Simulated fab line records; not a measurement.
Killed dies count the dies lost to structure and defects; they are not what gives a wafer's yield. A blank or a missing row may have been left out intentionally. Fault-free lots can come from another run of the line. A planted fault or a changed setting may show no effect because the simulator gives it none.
What tool caused it?	flow gf180mcu	Sampling: 24 lots, 72 wafers, 5 of 602 route steps

## WHAT EACH GAUGE READ, for each wafer
GF_V2_BOW_MEAS_05.
lot	measured	on	V2_BOW (um)
L074	day 19 03:59	film-metro-02	99 94 92
L075	day 19 08:25	film-metro-03	84 93 96
L076	day 20 01:39	film-metro-03	96 103 97
L077	day 20 12:06	film-metro-04	97 103 96
L078	day 20 16:37	film-metro-02	103 114 114
L079	day 21 03:55	film-metro-04	101 94 102
L080	day 21 13:14	film-metro-04	99 108 100
L081	day 21 22:33	film-metro-02	106 108 111
L082	day 22 11:11	film-metro-02	95 104 108
L083	day 22 22:50	film-metro-02	88 106 100
L085	day 23 14:14	film-metro-02	115 101 106
L084	day 23 14:56	film-metro-02	95 87 81
L086	day 23 21:05	film-metro-03	105 102 108
L087	day 24 01:22	film-metro-03	111 101 106
L088	day 24 15:19	film-metro-03	97 93 113
L089	day 25 05:28	film-metro-02	94 114 100
L090	day 25 10:06	film-metro-02	101 93 112
L091	day 25 15:05	film-metro-02	88 93 84
L092	day 25 20:45	film-metro-02	111 117 97
L093	day 26 04:11	film-metro-02	92 97 118
L094	day 26 07:55	film-metro-03	100 103 95
L095	day 26 21:00	film-metro-02	98 113 112
L096	day 26 22:17	film-metro-02	97 99 113
L097	day 27 03:08	film-metro-04	107 103 107

GF_M4_THK_MEAS_06: measures by xrf.
lot	measured	on	M4_ALCU_THK (nm)
L074	day 22 09:46	film-metro-02	427 435 428
L075	day 22 14:17	film-metro-03	441 452 445
L076	day 23 05:04	film-metro-01	449 450 432
L077	day 23 17:04	film-metro-01	450 455 446
L078	day 23 19:56	film-metro-01	446 448 442
L079	day 24 06:31	film-metro-01	454 442 452
L080	day 24 16:26	film-metro-03	440 457 454
L081	day 25 00:11	film-metro-01	454 443 451
L082	day 25 11:36	film-metro-01	451 451 441
L083	day 25 22:13	film-metro-03	442 432 448
L085	day 26 11:30	film-metro-01	442 446 457
L084	day 26 13:28	film-metro-03	439 457 443
L086	day 26 18:29	film-metro-03	462 448 444
L087	day 26 23:38	film-metro-03	440 442 444
L088	day 27 11:44	film-metro-02	450 437 449
L089	day 28 01:07	film-metro-03	444 454 442
L090	day 28 05:34	film-metro-01	443 447 457
L091	day 28 11:11	film-metro-02	431 440 436
L092	day 28 13:50	film-metro-02	440 437 435
L093	day 28 21:16	film-metro-01	439 451 439
L094	day 29 01:52	film-metro-02	445 433 443
L095	day 29 11:54	film-metro-03	446 432 453
L096	day 29 13:32	film-metro-01	452 446 433
L097	day 29 17:46	film-metro-03	449 442 447

## WHICH TOOL RAN EACH LOT (tool, then ch and the chambers of the sampled wafers, then the start)
lot	GF_V1_CVD_23	GF_M2_METAL_ETCH_16	GF_M4_SPUTTER_03
L074	cvd-w-02 ch 0,1, day 18 01:56	rie-metal-03 ch 0,1, day 19 02:44	pvd-sputter-02, day 22 09:35
L075	cvd-w-02 ch 0,1, day 18 06:29	rie-metal-04 ch 0,1, day 19 07:10	pvd-sputter-01, day 22 14:05
L076	cvd-w-02 ch 0,1, day 18 22:47	rie-metal-02 ch 0,1, day 20 00:25	pvd-sputter-03, day 23 04:53
L077	cvd-w-01 ch 0,1, day 19 09:36	rie-metal-03 ch 1, day 20 10:45	pvd-sputter-01, day 23 16:53
L078	cvd-w-02 ch 0,1, day 19 14:44	rie-metal-03 ch 1, day 20 15:17	pvd-sputter-01, day 23 19:44
L079	cvd-w-01 ch 0, day 20 01:08	rie-metal-03 ch 0,1, day 21 02:41	pvd-sputter-03, day 24 06:20
L080	cvd-w-02 ch 0,1, day 20 09:49	rie-metal-03 ch 1, day 21 10:31	pvd-sputter-01, day 24 16:14
L081	cvd-w-01 ch 0,1, day 20 21:01	rie-metal-03 ch 0,1, day 21 21:19	pvd-sputter-01, day 24 23:59
L082	cvd-w-02 ch 0,1, day 21 08:39	rie-metal-02 ch 0,1, day 22 09:56	pvd-sputter-02, day 25 11:25
L083	cvd-w-01 ch 0,1, day 21 21:26	rie-metal-03 ch 0,1, day 22 21:35	pvd-sputter-02, day 25 22:01
L085	cvd-w-01 ch 0,1, day 22 12:40	rie-metal-04 ch 0,1, day 23 12:55	pvd-sputter-01, day 26 11:18
L084	cvd-w-02 ch 0,1, day 22 13:06	rie-metal-02 ch 0, day 23 13:17	pvd-sputter-01, day 26 13:16
L086	cvd-w-02 ch 0,1, day 22 19:18	rie-metal-04 ch 0,1, day 23 19:46	pvd-sputter-02, day 26 18:17
L087	cvd-w-01 ch 0,1, day 23 00:13	rie-metal-03 ch 0,1, day 23 23:48	pvd-sputter-03, day 26 23:27
L088	cvd-w-01 ch 1, day 23 14:19	rie-metal-03 ch 0,1, day 24 14:00	pvd-sputter-01, day 27 11:32
L089	cvd-w-02 ch 0,1, day 24 04:16	rie-metal-03 ch 0,1, day 25 04:10	pvd-sputter-01, day 28 00:56
L090	cvd-w-02 ch 0,1, day 24 10:02	rie-metal-03 ch 0,1, day 25 08:52	pvd-sputter-02, day 28 05:23
L091	cvd-w-02 ch 0,1, day 24 15:07	rie-metal-04 ch 0,1, day 25 13:51	pvd-sputter-02, day 28 10:59
L092	cvd-w-01 ch 0,1, day 24 20:41	rie-metal-03 ch 0,1, day 25 19:31	pvd-sputter-01, day 28 13:39
L093	cvd-w-02 ch 0, day 25 04:35	rie-metal-04 ch 1, day 26 02:57	pvd-sputter-01, day 28 21:05
L094	cvd-w-02 ch 0,1, day 25 08:22	rie-metal-03 ch 0,1, day 26 06:27	pvd-sputter-03, day 29 01:41
L095	cvd-w-01 ch 0,1, day 25 21:26	rie-metal-03 ch 0,1, day 26 19:46	pvd-sputter-03, day 29 11:43
L096	cvd-w-01 ch 0,1, day 25 23:20	rie-metal-02 ch 1, day 26 20:54	pvd-sputter-03, day 29 13:20
L097	cvd-w-02 ch 0,1, day 26 04:38	rie-metal-03 ch 0,1, day 27 01:45	pvd-sputter-03, day 29 17:35
- GF_V1_CVD_23: deposits W, target thk 350 nm, time 105.05 s.
- GF_M2_METAL_ETCH_16: etches the open film in Cl2/BCl3, stops on SiO2, target depth 750.8 nm, time 125.1 s.
- GF_M4_SPUTTER_03: material Ti, target thk 10 nm, time 6.7 s.

## WHAT THE TOOLS THEMSELVES READ (means of the sampled wafers that have a number; where no wafer has one, the mark that the record gives instead)
GF_V1_CVD_23.
lot	tool	heater-power-w (W)
L074	cvd-w-02	799
L075	cvd-w-02	788
L076	cvd-w-02	780
L077	cvd-w-01	887
L078	cvd-w-02	799
L079	cvd-w-01	984
L080	cvd-w-02	733
L081	cvd-w-01	890
L082	cvd-w-02	784
L083	cvd-w-01	945
L085	cvd-w-01	925
L084	cvd-w-02	724
L086	cvd-w-02	726
L087	cvd-w-01	906
L088	cvd-w-01	850
L089	cvd-w-02	794
L090	cvd-w-02	717
L091	cvd-w-02	790
L092	cvd-w-01	896
L093	cvd-w-02	680
L094	cvd-w-02	803
L095	cvd-w-01	946
L096	cvd-w-01	910
L097	cvd-w-02	735

GF_M2_METAL_ETCH_16.
lot	tool	chamber-pressure-mTorr (mTorr)	drypump-motor-current-A (A)	mfc-cl2-sccm (sccm)	oes-product-au (a.u.)	throttle-valve-pct (%)
L074	rie-metal-03	8.000	5.69	79.81	1.002	28.225
L075	rie-metal-04	7.998	5.42	80.12	0.975	28.248
L076	rie-metal-02	7.997	5.50	79.86	0.994	28.220
L077	rie-metal-03	7.986	5.83	80.19	0.994	28.223
L078	rie-metal-03	8.003	5.83	80.01	0.995	28.220
L079	rie-metal-03	7.999	5.68	79.66	0.992	28.221
L080	rie-metal-03	8.001	5.83	79.83	0.992	28.216
L081	rie-metal-03	8.000	5.67	80.05	0.987	28.235
L082	rie-metal-02	8.006	5.50	80.01	0.991	28.234
L083	rie-metal-03	8.001	5.52	80.13	0.992	28.219
L085	rie-metal-04	8.005	5.26	80.21	0.995	28.226
L084	rie-metal-02	8.002	5.70	80.16	0.992	28.227
L086	rie-metal-04	7.999	5.25	79.77	0.987	28.229
L087	rie-metal-03	7.997	5.67	80.06	0.992	28.218
L088	rie-metal-03	7.999	5.52	79.63	0.996	28.226
L089	rie-metal-03	7.995	5.68	80.16	0.984	28.231
L090	rie-metal-03	7.998	5.52	79.85	0.989	28.229
L091	rie-metal-04	7.993	5.26	79.76	0.994	28.232
L092	rie-metal-03	7.999	5.52	80.18	0.993	28.222
L093	rie-metal-04	8.001	5.56	79.99	0.993	28.225
L094	rie-metal-03	7.995	5.53	80.14	0.991	28.236
L095	rie-metal-03	8.000	5.53	80.08	0.986	28.224
L096	rie-metal-02	8.000	5.12	79.96	0.991	28.232
L097	rie-metal-03	7.995	5.53	80.25	0.992	28.220

GF_M4_SPUTTER_03.
lot	tool	cathode-dc-power-W (W)	throttle-valve-pct (%)
L074	pvd-sputter-02	3000.5	29.7
L075	pvd-sputter-01	2999.9	30.3
L076	pvd-sputter-03	3000.1	30.9
L077	pvd-sputter-01	3000.0	29.2
L078	pvd-sputter-01	3000.0	29.3
L079	pvd-sputter-03	3000.3	31.4
L080	pvd-sputter-01	2999.8	28.7
L081	pvd-sputter-01	3000.0	28.5
L082	pvd-sputter-02	3000.3	30.1
L083	pvd-sputter-02	2999.7	30.3
L085	pvd-sputter-01	3000.0	30.3
L084	pvd-sputter-01	2999.8	30.1
L086	pvd-sputter-02	3000.3	30.2
L087	pvd-sputter-03	2999.4	30.9
L088	pvd-sputter-01	2999.7	29.4
L089	pvd-sputter-01	3000.3	28.5
L090	pvd-sputter-02	3000.7	30.3
L091	pvd-sputter-02	2999.6	30.2
L092	pvd-sputter-01	2999.8	29.3
L093	pvd-sputter-01	3000.0	30.4
L094	pvd-sputter-03	2999.5	30.9
L095	pvd-sputter-03	3000.1	30.8
L096	pvd-sputter-03	3000.2	30.6
L097	pvd-sputter-03	3000.2	31.1

## THE ANSWER, worked out from the rows above alone
Rule: the usual values come from the lots themselves. The widest of any qualifying gaps counts: lots, ordered by their means at a reading, are off when they make up no more than a third of the lots, leave a main group of 4 or more, and stand apart from it by 3 or more times the standard deviation of that group's means. A main group is skipped when, at the precision printed for the reading in the tables above, its means are all equal. Also off: a lot with no number at a reading for which 4 or more lots have one. Where the step has rows for the other lots, those lots are counted as sound. Order of review: gauges by route order, followed by the tools' own readings, for which a lot's mean as printed above is used. The first step at which some lot is off is used, and at that step the reading that is off furthest; a lot without a number counts as furthest.
None of the lots is off at any reading shown; this tells nothing.

## WHAT THE SIMULATOR HAD INSERTED
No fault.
